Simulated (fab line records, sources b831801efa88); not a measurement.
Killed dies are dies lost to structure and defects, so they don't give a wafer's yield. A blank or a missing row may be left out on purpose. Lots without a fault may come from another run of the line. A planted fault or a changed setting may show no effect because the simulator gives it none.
Which tool did it? | flow sky130 | 14 lots, 42 wafers sampled, at 5 steps of a route of 708

WHAT THE GAUGES READ, wafer by wafer
SKY_LDD_N_TW_MEAS_17.
lot  | measured     | on            | LDD_N_TW
L137 | day 17 23:11 | film_metro-04 | 2545 2543 2542
L138 | day 18 06:29 | film_metro-04 | 2553 2557 2555
L139 | day 18 10:30 | film_metro-01 | 2601 2589 2593
L140 | day 18 17:37 | film_metro-02 | 2593 2584 2583
L143 | day 19 20:41 | film_metro-02 | 2566 2582 2578
L144 | day 20 09:30 | film_metro-02 | 2585 2573 2581
L151 | day 22 23:21 | film_metro-04 | 2551 2533 2544
L152 | day 23 13:07 | film_metro-04 | 2542 2544 2540
L153 | day 23 15:12 | film_metro-01 | 2595 2584 2587
L155 | day 24 02:50 | film_metro-02 | 2566 2568 2572
L156 | day 24 08:03 | film_metro-02 | 2569 2582 2577
L157 | day 24 17:53 | film_metro-02 | 2568 2575 2576
L158 | day 25 06:09 | film_metro-01 | 2583 2573 2597
L159 | day 25 19:48 | film_metro-02 | 2572 2560 2575

SKY_LDD_LDN_TW_MEAS_13.
lot  | measured     | on            | LDD_LDN_TW
L137 | day 23 03:43 | film_metro-04 | 1462 1461 1461
L138 | day 23 10:38 | film_metro-01 | 1476 1481 1473
L139 | day 23 14:02 | film_metro-04 | 1562 1555 1558
L140 | day 23 22:52 | film_metro-04 | 1553 1556 1550
L143 | day 24 23:51 | film_metro-04 | 1453 1454 1459
L144 | day 25 10:45 | film_metro-02 | 1469 1475 1469
L151 | day 27 22:42 | film_metro-04 | 1453 1463 1454
L152 | day 28 10:06 | film_metro-04 | 1469 1459 1458
L153 | day 28 12:47 | film_metro-04 | 1450 1456 1456
L155 | day 28 21:59 | film_metro-04 | 1456 1462 1449
L156 | day 29 01:15 | film_metro-04 | 1470 1463 1458
L157 | day 29 12:54 | film_metro-02 | 1476 1478 1475
L158 | day 30 01:59 | film_metro-04 | 1451 1447 1453
L159 | day 30 13:57 | film_metro-01 | 1465 1470 1471

SKY_SPACER_THK_MEAS_01.
lot  | measured     | on            | SPACER_CVD_00_THK (nm)
L137 | day 23 08:22 | film_metro-03 | 42.5 42.6 42.3
L138 | day 23 11:58 | film_metro-04 | 42.6 42.5 42.6
L139 | day 23 15:47 | film_metro-04 | 43.5 42.9 43.1
L140 | day 24 00:11 | film_metro-04 | 43.1 43.5 43.3
L143 | day 25 01:10 | film_metro-04 | 42.9 43.4 42.6
L144 | day 25 15:11 | film_metro-02 | 43.4 42.9 43.0
L151 | day 28 18:11 | film_metro-03 | 43.0 43.2 43.1
L152 | day 28 18:15 | film_metro-04 | 42.8 43.3 42.5
L153 | day 28 18:14 | film_metro-03 | 43.6 43.3 43.7
L155 | day 28 23:22 | film_metro-02 | 42.7 43.1 42.9
L156 | day 29 02:34 | film_metro-03 | 42.6 42.8 42.5
L157 | day 29 14:29 | film_metro-02 | 43.2 43.4 43.4
L158 | day 30 03:19 | film_metro-02 | 43.8 43.4 43.5
L159 | day 30 15:33 | film_metro-04 | 43.1 42.8 42.8

SKY_POLY_CUT_CD_MEAS_08: target cd 270 nm.
lot  | measured     | on        | cd_nm (nm)
L137 | day 24 14:26 | cd_sem-01 | 269.2 268.7 267.8
L138 | day 24 18:17 | cd_sem-01 | 270.7 270.2 271.8
L139 | day 24 21:44 | cd_sem-01 | 269.6 270.2 269.4
L140 | day 25 06:23 | cd_sem-02 | 269.5 269.7 268.5
L143 | day 26 06:28 | cd_sem-01 | 270.4 269.1 269.2
L144 | day 26 20:27 | cd_sem-01 | 268.7 269.2 268.8
L151 | day 29 22:52 | cd_sem-02 | 267.7 269.0 269.4
L152 | day 29 23:03 | cd_sem-02 | 270.4 270.5 270.5
L153 | day 29 23:13 | cd_sem-01 | 269.1 269.3 270.0
L155 | day 30 03:34 | cd_sem-02 | 271.9 271.6 272.6
L156 | day 30 06:47 | cd_sem-02 | 270.2 270.4 270.5
L157 | day 30 19:08 | cd_sem-02 | 268.6 268.2 269.4
L158 | day 31 07:35 | cd_sem-02 | 273.1 272.2 272.4
L159 | day 31 19:30 | cd_sem-02 | 266.2 266.3 268.2

WHICH TOOL RAN EACH LOT (tool, then ch and the chambers of the sampled wafers, then the start)
lot  | SKY_LDD_LDN_IMPLANT_10
L137 | implanter-03 ch 0, day 23 03:20
L138 | implanter-04 ch 0, day 23 10:14
L139 | implanter-03 ch 0, day 23 13:20
L140 | implanter-03 ch 0, day 23 22:10
L143 | implanter-04 ch 0, day 24 23:27
L144 | implanter-01 ch 0, day 25 10:22
L151 | implanter-01 ch 0, day 27 22:18
L152 | implanter-03 ch 0, day 28 09:43
L153 | implanter-04 ch 0, day 28 12:23
L155 | implanter-01 ch 0, day 28 21:35
L156 | implanter-01 ch 0, day 29 00:52
L157 | implanter-04 ch 0, day 29 12:30
L158 | implanter-04 ch 0, day 30 01:35
L159 | implanter-01 ch 0, day 30 13:34
- SKY_LDD_LDN_IMPLANT_10

WHAT THE TOOLS THEMSELVES READ (means of the sampled wafers that have a number; where no wafer has one, the mark that the record gives instead)
The record holds no such reading with a usual standard deviation.

THE ANSWER, worked out from the rows above alone
Rule: what is usual is taken from the lots themselves. Put in order of their means at a reading, lots are off if they are a third of the lots or fewer, leave a main group of 4 or more, and stand apart from it by a gap of 3 or more times the standard deviation of the main group's means; of several such gaps the widest counts. A main group whose means are all the same, to the digits that the tables above print for the reading, isn't used. A lot without any number at a reading at which 4 lots or more have one is off too. The other lots that the step has rows for count as sound. The gauges are gone through in route order, then the tools' own readings, and for those a lot's mean is taken as printed above. The first step at which some lot is off is used, and at that step the reading that is off furthest; a lot without a number counts as furthest.
Off: L139, L140, at SKY_LDD_LDN_TW_MEAS_13 (LDD_LDN_TW). The main group: mean 1463, standard deviation 8.5.
A tool fits if, at a process step before that reading, it ran every lot that is off, and no sound lot after the first of them. The gauges at SKY_LDD_LDN_TW_MEAS_13 are tried like those tools. None of those tried fits.

WHAT THE SIMULATOR HAD PUT IN
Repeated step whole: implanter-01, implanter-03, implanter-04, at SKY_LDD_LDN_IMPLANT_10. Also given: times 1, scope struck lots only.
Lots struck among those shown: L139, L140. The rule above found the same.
